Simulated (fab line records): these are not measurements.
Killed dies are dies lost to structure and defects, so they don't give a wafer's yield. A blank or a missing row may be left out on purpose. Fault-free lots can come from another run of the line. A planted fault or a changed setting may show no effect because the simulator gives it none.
Check of tool commonality | flow gf180mcu | Sampled: 11 lots, 33 wafers

== WHY IT WAS OPENED ==
Of 11 lots, 2 have the reading NWELL_TW flagged at GF_NWELL_TW_MEAS_11. Fault-free wafers read 1573, with a standard deviation of 15.
Rule: a lot is flagged in two cases, either no wafer of it has a number, or all its wafers with numbers fall more than 4 standard deviations from that mean. All remaining lots are regarded as sound.

lot  | measured    | on           | NWELL_TW, wafer by wafer | flag
L835 | day 3 13:17 | filmMetro-01 | 1555 1564 1558           | 
L837 | day 3 23:22 | filmMetro-01 | 1563 1555 1572           | 
L838 | day 4 04:56 | filmMetro-04 | 1584 1589 1593           | 
L840 | day 4 16:23 | filmMetro-01 | 1573 1573 1568           | 
L842 | day 5 05:18 | filmMetro-02 | 1569 1561 1567           | 
L844 | day 5 15:29 | filmMetro-01 | 1571 1567 1566           | 
L845 | day 5 19:26 | filmMetro-02 | 1566 1570 1572           | 
L846 | day 6 01:41 | filmMetro-04 | 1586 1580 1586           | 
L854 | day 7 20:11 | filmMetro-02 | 1674 1665 1672           | FLAGGED
L855 | day 8 01:26 | filmMetro-01 | 1695 1704 1689           | FLAGGED
L857 | day 8 15:35 | filmMetro-04 | 1599 1593 1587           | 
On average the flagged lots' numbers are 1683, which is +110 against the usual, or +7 standard deviations.

== WHICH TOOL RAN EACH LOT ==
The record holds 3 process steps before the reading, out of a route of 602 steps. In each cell: the tool, then ch and the chambers that the sampled wafers went through, then the start.
lot  | flag    | GF_STI_ETCH_13                   | GF_NWELL_IMPLANT_08            | GF_NWELL_STRIP_10
L835 |         | rieDiel-04 ch 1,2,3, day 2 07:23 | implanter-03 ch 0, day 3 12:53 | plasmaAsher-01 ch 0,1, day 3 13:11
L837 |         | rieDiel-04 ch 0,3, day 2 16:13   | implanter-01 ch 0, day 3 23:00 | plasmaAsher-01 ch 0,1, day 3 23:16
L838 |         | rieDiel-03 ch 0,2,3, day 2 21:50 | implanter-03 ch 0, day 4 04:32 | plasmaAsher-04 ch 0,1, day 4 04:50
L840 |         | rieDiel-04 ch 0,1, day 3 08:56   | implanter-03 ch 0, day 4 16:00 | plasmaAsher-01 ch 0,1, day 4 16:17
L842 |         | rieDiel-02 ch 1,2,3, day 3 18:37 | implanter-03 ch 0, day 5 04:55 | plasmaAsher-04 ch 0,1, day 5 05:11
L844 |         | rieDiel-04 ch 0,3, day 4 05:22   | implanter-01 ch 0, day 5 15:06 | plasmaAsher-03 ch 1, day 5 15:23
L845 |         | rieDiel-02 ch 2,3, day 4 10:10   | implanter-01 ch 0, day 5 19:02 | plasmaAsher-01 ch 0, day 5 19:20
L846 |         | rieDiel-02 ch 0,1,2, day 4 16:16 | implanter-03 ch 0, day 6 01:17 | plasmaAsher-03 ch 0,1, day 6 01:35
L854 | FLAGGED | rieDiel-04 ch 0,1,3, day 6 08:26 | implanter-03 ch 0, day 7 19:49 | plasmaAsher-01 ch 0,1, day 7 20:05
L855 | FLAGGED | rieDiel-04 ch 2,3, day 6 13:32   | implanter-03 ch 0, day 8 01:04 | plasmaAsher-03 ch 0,1, day 8 01:20
L857 |         | rieDiel-04 ch 0,2,3, day 7 01:13 | implanter-01 ch 0, day 8 15:11 | plasmaAsher-04 ch 0,1, day 8 15:29
What these steps do:
- GF_STI_ETCH_13: etches the open film in CHF3/O2, stops on Si, target depth 282.31 nm, time 112.9 s.
- GF_NWELL_IMPLANT_08
- GF_NWELL_STRIP_10: strips in O2/N2.
- GF_NWELL_TW_MEAS_11

== FLAGGED AGAINST TOTAL, ONE TOOL AT A TIME (gauges that did the reading follow at the end) ==
step                | tool           | lots run | flagged | share of the flagged lots | sound lots run after its first flagged lot
GF_STI_ETCH_13      | rieDiel-02     | 3        | 0       | none                      | -
GF_STI_ETCH_13      | rieDiel-03     | 1        | 0       | none                      | -
GF_STI_ETCH_13      | rieDiel-04     | 7        | 2       | all                       | 1 (L857)
GF_NWELL_IMPLANT_08 | implanter-01   | 4        | 0       | none                      | -
GF_NWELL_IMPLANT_08 | implanter-03   | 7        | 2       | all                       | 0
GF_NWELL_STRIP_10   | plasmaAsher-01 | 5        | 1       | some                      | 0
GF_NWELL_STRIP_10   | plasmaAsher-03 | 3        | 1       | some                      | 0
GF_NWELL_STRIP_10   | plasmaAsher-04 | 3        | 0       | none                      | -
GF_NWELL_TW_MEAS_11 | filmMetro-01   | 5        | 1       | some                      | 0
GF_NWELL_TW_MEAS_11 | filmMetro-02   | 3        | 1       | some                      | 0
GF_NWELL_TW_MEAS_11 | filmMetro-04   | 3        | 0       | none                      | -

== WHAT IS ALLOWED BY THE TABLE ==
Every flagged lot went through 2 rows of the table: rieDiel-04 at GF_STI_ETCH_13 and implanter-03 at GF_NWELL_IMPLANT_08.
- rieDiel-04 at GF_STI_ETCH_13 ran 7 lots, 2 of them flagged. After the first flagged lot (L857), sound lots still ran on it; a lasting fault on the whole tool would not permit that.
- implanter-03 at GF_NWELL_IMPLANT_08 ran 7 lots, 2 of them flagged. Last sound lot L846 at day 6 01:17, first flagged lot L854 at day 7 19:49; a fault beginning in between fits. Its own readings (doseIonsCm2, faradayCurrentUA) fall more than 4 standard deviations out on all wafers of the flagged lots.
Just one tool remains: implanter-03 at GF_NWELL_IMPLANT_08.

== WHAT HAD BEEN PUT IN BY THE SIMULATOR ==
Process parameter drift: implanter-03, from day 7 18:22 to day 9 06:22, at GF_NWELL_IMPLANT_08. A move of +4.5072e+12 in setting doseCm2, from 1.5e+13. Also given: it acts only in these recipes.
Lots struck among those shown: L854, L855. The rule above reached the same finding.
